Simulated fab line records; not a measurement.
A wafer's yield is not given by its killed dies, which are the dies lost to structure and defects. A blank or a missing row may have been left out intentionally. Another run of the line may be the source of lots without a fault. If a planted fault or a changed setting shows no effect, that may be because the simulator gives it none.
Chamber matching	flow sky130	4 sister chambers for SKY_CONTACT_CMP_04 on cmp-02
The step polishes SiO2. 4 wafers are shown with their chamber, then 7 later ones without.

== EACH WAFER AND ITS CHAMBER ==
wafer	chamber	motorCurrentA (A)
L388.2	0	11.5
L388.4	3	11.6
L390.3	2	12.2
L390.4	1	10.9

== WAFERS WHOSE CHAMBER IS MISSING ==
wafer	motorCurrentA (A)
L390.5	11.4
L391.1	12.1
L391.3	12.3
L391.5	10.8
L392.1	10.9
L392.2	11.1
L392.3	11.4

== THE CHAMBER EACH PASSED THROUGH ==
wafer	from the rows above	in truth
L390.5	can't be placed: 0 or 3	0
L391.1	2	2
L391.3	2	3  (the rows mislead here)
L391.5	1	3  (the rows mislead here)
L392.1	1	1
L392.2	can't be placed: 1 or 0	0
L392.3	can't be placed: 0 or 3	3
2 of 7 placed correctly. These rows do not allow placing 3 (true chamber among the candidates in 3). 2 placed wrongly.
How it was worked out, from the rows above alone: a wafer's distance from a chamber is the root of the sum, over the readings, of the square of ((its reading less the chamber's mean) divided by the reading's scatter). If the next closest chamber is less than 2 further off than the closest, the wafer can't be placed; otherwise it belongs to the closest. The mean given for a chamber averages the wafers shown for that chamber. The scatter (one wafer shown for each chamber): square how far every hidden wafer sits from the nearest shown wafer, average those squares and take the square root.
